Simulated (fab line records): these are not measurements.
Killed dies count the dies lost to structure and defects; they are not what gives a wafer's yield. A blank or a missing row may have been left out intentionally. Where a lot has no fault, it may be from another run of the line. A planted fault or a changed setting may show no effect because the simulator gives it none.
Which tool did it? / flow sky130 / 14 lots with 42 wafers sampled at 5 steps, on a route of 708 steps

## WHAT THE GAUGES SHOWED, per wafer
SKY_VT_ADJUST_HVTP_OVL_MEAS_08. Usual: VT_ADJUST_HVTP_OVL 1.3 nm, standard deviation 1.3.
lot=L611; measured=day 6 12:16; on=overlay-01; VT_ADJUST_HVTP_OVL (nm)=2.8 2.4 1.9; flag=
lot=L614; measured=day 7 06:10; on=overlay-01; VT_ADJUST_HVTP_OVL (nm)=1.7 1.2 1.5; flag=
lot=L615; measured=day 7 13:22; on=overlay-01; VT_ADJUST_HVTP_OVL (nm)=1.0 3.1 3.6; flag=
lot=L616; measured=day 7 20:31; on=overlay-01; VT_ADJUST_HVTP_OVL (nm)=2.6 2.5 1.8; flag=
lot=L617; measured=day 8 03:43; on=overlay-01; VT_ADJUST_HVTP_OVL (nm)=0.3 0.8 -0.2; flag=
lot=L619; measured=day 9 03:52; on=overlay-01; VT_ADJUST_HVTP_OVL (nm)=3.5 2.1 2.6; flag=
lot=L621; measured=day 9 12:31; on=overlay-01; VT_ADJUST_HVTP_OVL (nm)=2.5 3.4 2.5; flag=
lot=L622; measured=day 9 16:53; on=overlay-02; VT_ADJUST_HVTP_OVL (nm)=0.5 0.8 0.7; flag=
lot=L623; measured=day 9 18:07; on=overlay-02; VT_ADJUST_HVTP_OVL (nm)=2.3 2.5 2.5; flag=
lot=L624; measured=day 10 06:29; on=overlay-01; VT_ADJUST_HVTP_OVL (nm)=1.3 1.4 0.5; flag=
lot=L625; measured=day 10 15:55; on=overlay-02; VT_ADJUST_HVTP_OVL (nm)=-0.3 0.6 0.0; flag=
lot=L626; measured=day 10 19:19; on=overlay-02; VT_ADJUST_HVTP_OVL (nm)=-0.1 0.3 -2.1; flag=
lot=L629; measured=day 11 06:23; on=overlay-02; VT_ADJUST_HVTP_OVL (nm)=-0.4 0.0 -0.3; flag=
lot=L632; measured=day 12 02:26; on=overlay-02; VT_ADJUST_HVTP_OVL (nm)=1.1 0.9 1.7; flag=

SKY_VT_ADJUST_HVTP_TW_MEAS_11. Usual: VT_ADJUST_HVTP_TW 1347, standard deviation 9.7.
lot=L611; measured=day 6 12:33; on=film-metro-01; VT_ADJUST_HVTP_TW=1340 1345 1336; flag=
lot=L614; measured=day 7 06:26; on=film-metro-01; VT_ADJUST_HVTP_TW=1344 1344 1341; flag=
lot=L615; measured=day 7 13:39; on=film-metro-02; VT_ADJUST_HVTP_TW=1350 1355 1352; flag=
lot=L616; measured=day 7 20:48; on=film-metro-01; VT_ADJUST_HVTP_TW=1330 1343 1330; flag=
lot=L617; measured=day 8 04:00; on=film-metro-01; VT_ADJUST_HVTP_TW=1347 1344 1342; flag=
lot=L619; measured=day 9 04:09; on=film-metro-02; VT_ADJUST_HVTP_TW=1355 1360 1363; flag=
lot=L621; measured=day 9 12:49; on=film-metro-04; VT_ADJUST_HVTP_TW=1358 1355 1361; flag=
lot=L622; measured=day 9 17:10; on=film-metro-04; VT_ADJUST_HVTP_TW=1352 1357 1354; flag=
lot=L623; measured=day 9 18:24; on=film-metro-01; VT_ADJUST_HVTP_TW=1335 1337 1335; flag=
lot=L624; measured=day 10 06:46; on=film-metro-02; VT_ADJUST_HVTP_TW=1369 1360 1361; flag=
lot=L625; measured=day 10 16:11; on=film-metro-01; VT_ADJUST_HVTP_TW=1333 1331 1335; flag=
lot=L626; measured=day 10 19:35; on=film-metro-04; VT_ADJUST_HVTP_TW=1354 1351 1351; flag=
lot=L629; measured=day 11 06:40; on=film-metro-02; VT_ADJUST_HVTP_TW=1360 1364 1364; flag=
lot=L632; measured=day 12 02:43; on=film-metro-01; VT_ADJUST_HVTP_TW=1332 1321 1330; flag=

SKY_VT_ADJUST_NCORE_TW_MEAS_11. Usual: VT_ADJUST_NCORE_TW 218.2, standard deviation 1.7.
lot=L611; measured=day 9 00:20; on=film-metro-03; VT_ADJUST_NCORE_TW=220.2 219.7 220.8; flag=
lot=L614; measured=day 9 21:39; on=film-metro-01; VT_ADJUST_NCORE_TW=216.2 214.5 215.0; flag=
lot=L615; measured=day 10 04:54; on=film-metro-01; VT_ADJUST_NCORE_TW=216.4 216.2 216.4; flag=
lot=L616; measured=day 10 14:09; on=film-metro-04; VT_ADJUST_NCORE_TW=218.4 218.0 217.0; flag=
lot=L617; measured=day 10 22:08; on=film-metro-03; VT_ADJUST_NCORE_TW=217.6 218.2 216.9; flag=
lot=L619; measured=day 12 00:38; on=film-metro-01; VT_ADJUST_NCORE_TW=214.7 216.1 215.0; flag=
lot=L621; measured=day 12 10:40; on=film-metro-04; VT_ADJUST_NCORE_TW=219.5 219.8 219.3; flag=
lot=L622; measured=day 12 15:41; on=film-metro-01; VT_ADJUST_NCORE_TW=215.5 215.9 215.4; flag=
lot=L623; measured=day 12 17:32; on=film-metro-04; VT_ADJUST_NCORE_TW=219.8 219.2 219.4; flag=
lot=L624; measured=day 13 07:15; on=film-metro-03; VT_ADJUST_NCORE_TW=30.1 30.2 30.1; flag=OFF
lot=L625; measured=day 13 17:32; on=film-metro-01; VT_ADJUST_NCORE_TW=29.8 29.8 29.8; flag=OFF
lot=L626; measured=day 13 21:34; on=film-metro-01; VT_ADJUST_NCORE_TW=217.5 218.6 217.0; flag=
lot=L629; measured=day 14 09:54; on=film-metro-01; VT_ADJUST_NCORE_TW=216.9 217.7 216.2; flag=
lot=L632; measured=day 15 09:19; on=film-metro-03; VT_ADJUST_NCORE_TW=218.5 219.7 220.2; flag=

## WHICH TOOL RAN EACH LOT (tool, then ch and the chambers of the sampled wafers, then the start)
lot=L611; SKY_FIELD_ISO_ETCH_17=rie-si-01 ch 1,2, day 2 14:49; SKY_VT_ADJUST_NCORE_IMPLANT_09=implanter-03 ch 0, day 9 00:06
lot=L614; SKY_FIELD_ISO_ETCH_17=rie-si-01 ch 0,1,2, day 3 07:28; SKY_VT_ADJUST_NCORE_IMPLANT_09=implanter-04 ch 0, day 9 21:24
lot=L615; SKY_FIELD_ISO_ETCH_17=rie-si-01 ch 0,1, day 3 13:19; SKY_VT_ADJUST_NCORE_IMPLANT_09=implanter-04 ch 0, day 10 04:39
lot=L616; SKY_FIELD_ISO_ETCH_17=rie-si-02 ch 1,2, day 3 16:17; SKY_VT_ADJUST_NCORE_IMPLANT_09=implanter-04 ch 0, day 10 13:54
lot=L617; SKY_FIELD_ISO_ETCH_17=rie-si-01 ch 0,2, day 3 23:01; SKY_VT_ADJUST_NCORE_IMPLANT_09=implanter-02 ch 0, day 10 21:53
lot=L619; SKY_FIELD_ISO_ETCH_17=rie-si-02 ch 0,1,3, day 4 08:42; SKY_VT_ADJUST_NCORE_IMPLANT_09=implanter-02 ch 0, day 12 00:25
lot=L621; SKY_FIELD_ISO_ETCH_17=rie-si-01 ch 1,2, day 4 20:12; SKY_VT_ADJUST_NCORE_IMPLANT_09=implanter-03 ch 0, day 12 10:26
lot=L622; SKY_FIELD_ISO_ETCH_17=rie-si-02 ch 0,2, day 5 01:17; SKY_VT_ADJUST_NCORE_IMPLANT_09=implanter-02 ch 0, day 12 15:28
lot=L623; SKY_FIELD_ISO_ETCH_17=rie-si-01 ch 0,2,3, day 5 06:22; SKY_VT_ADJUST_NCORE_IMPLANT_09=implanter-04 ch 0, day 12 17:17
lot=L624; SKY_FIELD_ISO_ETCH_17=rie-si-01 ch 0,2,3, day 5 15:49; SKY_VT_ADJUST_NCORE_IMPLANT_09=implanter-04, day 13 07:00
lot=L625; SKY_FIELD_ISO_ETCH_17=rie-si-01 ch 0,1,3, day 5 20:30; SKY_VT_ADJUST_NCORE_IMPLANT_09=implanter-03, day 13 17:17
lot=L626; SKY_FIELD_ISO_ETCH_17=rie-si-01 ch 0,1,3, day 6 02:25; SKY_VT_ADJUST_NCORE_IMPLANT_09=implanter-04 ch 0, day 13 21:19
lot=L629; SKY_FIELD_ISO_ETCH_17=rie-si-01 ch 2,3, day 6 11:20; SKY_VT_ADJUST_NCORE_IMPLANT_09=implanter-03 ch 0, day 14 09:39
lot=L632; SKY_FIELD_ISO_ETCH_17=rie-si-01 ch 0,3, day 7 04:17; SKY_VT_ADJUST_NCORE_IMPLANT_09=implanter-03 ch 0, day 15 09:04
- SKY_FIELD_ISO_ETCH_17: etches Si in HBr/Cl2/O2, target depth 342 nm, time 97.7 s.
- SKY_VT_ADJUST_NCORE_IMPLANT_09

## AS READ BY THE TOOLS THEMSELVES (means over the sampled wafers that have a number; for cases with no such wafer, the mark the record gives instead)
SKY_FIELD_ISO_ETCH_17. Usual: drypump-motor-current-A 5.80 A, standard deviation 0.28; oes-product-au 0.997 a.u., standard deviation 0.0079; throttle-valve-pct 25.659 %, standard deviation 0.01.
lot=L611; tool=rie-si-01; drypump-motor-current-A (A)=5.88; oes-product-au (a.u.)=0.998; throttle-valve-pct (%)=25.658; flag=
lot=L614; tool=rie-si-01; drypump-motor-current-A (A)=5.78; oes-product-au (a.u.)=1.003; throttle-valve-pct (%)=25.657; flag=
lot=L615; tool=rie-si-01; drypump-motor-current-A (A)=5.59; oes-product-au (a.u.)=1.002; throttle-valve-pct (%)=25.646; flag=
lot=L616; tool=rie-si-02; drypump-motor-current-A (A)=5.57; oes-product-au (a.u.)=0.996; throttle-valve-pct (%)=25.654; flag=
lot=L617; tool=rie-si-01; drypump-motor-current-A (A)=5.62; oes-product-au (a.u.)=1.002; throttle-valve-pct (%)=25.653; flag=
lot=L619; tool=rie-si-02; drypump-motor-current-A (A)=5.85; oes-product-au (a.u.)=0.996; throttle-valve-pct (%)=25.665; flag=
lot=L621; tool=rie-si-01; drypump-motor-current-A (A)=5.92; oes-product-au (a.u.)=0.991; throttle-valve-pct (%)=25.666; flag=
lot=L622; tool=rie-si-02; drypump-motor-current-A (A)=5.76; oes-product-au (a.u.)=1.001; throttle-valve-pct (%)=25.665; flag=
lot=L623; tool=rie-si-01; drypump-motor-current-A (A)=5.89; oes-product-au (a.u.)=0.998; throttle-valve-pct (%)=25.662; flag=
lot=L624; tool=rie-si-01; drypump-motor-current-A (A)=5.89; oes-product-au (a.u.)=0.999; throttle-valve-pct (%)=25.653; flag=
lot=L625; tool=rie-si-01; drypump-motor-current-A (A)=5.88; oes-product-au (a.u.)=0.996; throttle-valve-pct (%)=25.654; flag=
lot=L626; tool=rie-si-01; drypump-motor-current-A (A)=5.87; oes-product-au (a.u.)=1.000; throttle-valve-pct (%)=25.660; flag=
lot=L629; tool=rie-si-01; drypump-motor-current-A (A)=6.17; oes-product-au (a.u.)=1.003; throttle-valve-pct (%)=25.662; flag=
lot=L632; tool=rie-si-01; drypump-motor-current-A (A)=5.73; oes-product-au (a.u.)=1.006; throttle-valve-pct (%)=25.652; flag=

SKY_VT_ADJUST_NCORE_IMPLANT_09. Usual: beam-energy-keV 9.9997, standard deviation 0.0028; beam-on-s 9.99 s, standard deviation 0.22; dose-ions-cm2 2.3997e+12, standard deviation 2.4e+09.
lot=L611; tool=implanter-03; beam-energy-keV=9.9980; beam-on-s (s)=9.82; dose-ions-cm2=2.3980e+12; flag=
lot=L614; tool=implanter-04; beam-energy-keV=10.0004; beam-on-s (s)=10.06; dose-ions-cm2=2.3974e+12; flag=
lot=L615; tool=implanter-04; beam-energy-keV=10.0011; beam-on-s (s)=9.86; dose-ions-cm2=2.4008e+12; flag=
lot=L616; tool=implanter-04; beam-energy-keV=10.0002; beam-on-s (s)=10.08; dose-ions-cm2=2.3981e+12; flag=
lot=L617; tool=implanter-02; beam-energy-keV=10.0007; beam-on-s (s)=9.89; dose-ions-cm2=2.4010e+12; flag=
lot=L619; tool=implanter-02; beam-energy-keV=9.9995; beam-on-s (s)=10.21; dose-ions-cm2=2.3988e+12; flag=
lot=L621; tool=implanter-03; beam-energy-keV=10.0013; beam-on-s (s)=9.90; dose-ions-cm2=2.3998e+12; flag=
lot=L622; tool=implanter-02; beam-energy-keV=9.9996; beam-on-s (s)=9.90; dose-ions-cm2=2.3975e+12; flag=
lot=L623; tool=implanter-04; beam-energy-keV=9.9977; beam-on-s (s)=9.78; dose-ions-cm2=2.4010e+12; flag=
lot=L624; tool=implanter-04; beam-energy-keV=-; beam-on-s (s)=-; dose-ions-cm2=-; flag=OFF
lot=L625; tool=implanter-03; beam-energy-keV=-; beam-on-s (s)=-; dose-ions-cm2=-; flag=OFF
lot=L626; tool=implanter-04; beam-energy-keV=10.0020; beam-on-s (s)=9.95; dose-ions-cm2=2.3974e+12; flag=
lot=L629; tool=implanter-03; beam-energy-keV=9.9989; beam-on-s (s)=10.15; dose-ions-cm2=2.4013e+12; flag=
lot=L632; tool=implanter-03; beam-energy-keV=9.9980; beam-on-s (s)=9.93; dose-ions-cm2=2.3996e+12; flag=

## THE ANSWER, worked out from the rows above alone
Rule: lot off if the mean of its wafers having a number is beyond 3 standard deviations from the usual mean. A lot without any number at a reading at which 4 lots or more have one is off too. Any other lot the step has rows for is counted as sound. After the gauges, taken in route order, come the tools' own readings; for these a lot's mean is taken, as printed above. At the first step where some lot is off, the reading lying furthest off is the one used; lots without a number count as furthest.
Off: L624, L625, seen at SKY_VT_ADJUST_NCORE_TW_MEAS_11 (VT_ADJUST_NCORE_TW).
A tool fits if, at a process step before that reading, it ran every lot that is off, and no sound lot after the first of them. The gauges at SKY_VT_ADJUST_NCORE_TW_MEAS_11 aren't tried: what is off there is off at SKY_VT_ADJUST_NCORE_IMPLANT_09 too, on other tools, and a gauge's error can't cause that. Of those tried, none fits.

## WHAT HAD BEEN PUT IN BY THE SIMULATOR
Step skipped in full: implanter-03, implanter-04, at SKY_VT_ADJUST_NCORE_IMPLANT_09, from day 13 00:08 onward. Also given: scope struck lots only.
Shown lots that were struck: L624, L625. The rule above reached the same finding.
